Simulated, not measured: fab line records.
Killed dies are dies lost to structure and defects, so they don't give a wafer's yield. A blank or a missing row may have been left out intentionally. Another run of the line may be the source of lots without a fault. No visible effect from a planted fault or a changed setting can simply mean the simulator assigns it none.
Struck lot and sound lot, side by side -- flow sky130 -- 17 steps out of a route of 708
Sound: wafers L604.2, L604.3, L604.5. Wafers L625.1, L625.5, L625.6 were the ones struck. The cause is named last.
Per side, at each step with rows, come the tool, then ch with its chambers, and then its first start. Under that, the readings that differ: sound wafers -- struck wafers -- difference of the means -- sigmas: that difference in standard deviations of wafers without a fault.
alike: readings whose means differ by less than 2 such deviations, and words and numbers that are the same on both sides. not compared: withheld readings, readings that some wafer has no value for, bounds like >300 that may hide the same value, and numbers for which the record gives no deviation and whose values overlap.
A row with sigmas, a row that says differs or no value, or rows on one side alone: a step with any of these is where the two part. When numbers do not overlap yet have no deviation, they are printed without sigmas and do not part them. Lack of a reading on every wafer of one side parts them only where that side has two or more wafers.

first, 1 step without rows for these wafers: SKY_VT_ADJUST_LVTN_IMPLANT_19.
SKY_VT_ADJUST_LVTN_STRIP_20: strips in O2/N2.
  sound on plasma asher-02 ch 0,1, day 7 17:06; struck on plasma asher-01 ch 0,1, day 13 11:04
reading,sound,struck,difference,sigmas
strip time to endpoint s (s),14.13 14.09 14.14,14.18 14.22 14.27,+0.10,+3
  alike: drypump motor current A, oes product au
  not compared: rf hours counter h
SKY_VT_ADJUST_LVTN_TW_MEAS_21:
  sound on film metro-02, day 7 17:13; struck on film metro-03, day 13 11:10
  alike: VT_ADJUST_LVTN_2_TW
then, 7 steps without rows for these wafers: SKY_VT_ADJUST_NCORE_DEHYDRATE_00 (time 60 s); SKY_VT_ADJUST_NCORE_HMDS_01 (prime time 60 s); SKY_VT_ADJUST_NCORE_COAT_02 (resist thk 1140 nm); SKY_VT_ADJUST_NCORE_SOFTBAKE_03 (time 60 s); SKY_VT_ADJUST_NCORE_EXPOSE_04 (exposes mask LVTN COMPLEMENT THIN, target cd 380 nm); SKY_VT_ADJUST_NCORE_PEB_05; SKY_VT_ADJUST_NCORE_DEVELOP_06 (develop time 60 s).
SKY_VT_ADJUST_NCORE_CD_MEAS_07: the cd target is 380 nm.
  sound on cd sem-01, day 8 12:35; struck on cd sem-01, day 14 12:44
reading,sound,struck,difference,sigmas
cd nm (nm),385.0 383.0 385.2,377.2 377.1 376.5,-7.5,-3
SKY_VT_ADJUST_NCORE_OVL_MEAS_08:
  sound on overlay-01, day 8 12:41; struck on overlay-02, day 14 12:51
  alike: VT_ADJUST_NCORE_OVL
SKY_VT_ADJUST_NCORE_IMPLANT_09:
  sound on implanter-02 ch 0, day 8 12:45; struck on implanter-03 ch 0, day 14 12:53
reading,sound,struck,difference,sigmas
beam energy keV,9.996 9.996 9.999,14.248 14.240 14.244,+4.247,+99 or more
model.implant.rp nm (nm),33.6 33.6 33.6,48.71 48.71 48.71,+15.11,
model.implant.drp nm (nm),17.11 17.11 17.11,22.13 22.13 22.13,+5.02,
SKY_VT_ADJUST_NCORE_STRIP_10: strips in O2/N2.
  sound on plasma asher-04 ch 0,1, day 8 12:52; struck on plasma asher-03 ch 0,1, day 14 13:02
reading,sound,struck,difference,sigmas
strip time to endpoint s (s),14.21 14.24 14.16,14.07 14.10 14.12,-0.11,-2
  alike: drypump motor current A, oes product au
  not compared: rf hours counter h
SKY_VT_ADJUST_NCORE_TW_MEAS_11:
  sound on film metro-01, day 8 12:59; struck on film metro-01, day 14 13:08
reading,sound,struck,difference,sigmas
VT_ADJUST_NCORE_TW,221.3 221.8 219.9,236.4 237.1 238.2,+16.2,+9
then, 1 step without rows for these wafers: SKY_VT_ADJUST_HVTR_DEHYDRATE_00 (time 60 s).
-- the record jumps here: 36 days lie between the struck wafers' starts before and after (it left off in module VT_ADJUST_HVTR and takes up again in module PAD_OPEN, whose first step shown is number 708 of the route) --
SKY_PAD_OPEN_PROBE_99:
  sound on prober-01, day 45 14:41; struck on prober-01, day 50 10:51
reading,sound,struck,difference,sigmas
model.etest.nfet_16v.r on ohm um,1.44e+04 1.444e+04 1.449e+04,1.466e+04 1.487e+04 1.483e+04,+3.433e+02,
model.etest.res pwell under gate.rs ohm sq,2294 2273 2288,2221 2224 2225,-62,
model.etest.pfet_16v.drive ua um,247.8 250.3 249.4,252.1 252.3 250.7,+2.5,
model.etest.pfet g5v0d10v5.off log10 a um,-12.47 -12.07 -12.09,-11.86 -11.68 -11.49,+0.53,
model.etest.pfet g5v0d10v5.vt sat v (V),-0.6217 -0.5949 -0.606,-0.5899 -0.572 -0.5429,+0.0393,
model.etest.pfet_16v.vt v (V),-1.085 -1.074 -1.079,-1.049 -1.05 -1.05,+0.030,
model.etest.nfet g5v0d10v5.body rise v (V),0.6845 0.6837 0.6881,0.7112 0.7181 0.7255,+0.0328,
  alike: killed_at_M0_to_M3, killed_at_M4_up, killed at contacts, killed at front end, killed at other, killed dies, killed open, killed short
  not compared: model.etest.pfet g5v0d10v5.vt v

== WHERE THEY PART ==
At SKY_VT_ADJUST_LVTN_STRIP_20 first; at SKY_VT_ADJUST_NCORE_TW_MEAS_11 last (within this record only). Later steps at which nothing parts them and some readings are alike: SKY_PAD_OPEN_PROBE_99.

WHY: the cause the simulator had injected
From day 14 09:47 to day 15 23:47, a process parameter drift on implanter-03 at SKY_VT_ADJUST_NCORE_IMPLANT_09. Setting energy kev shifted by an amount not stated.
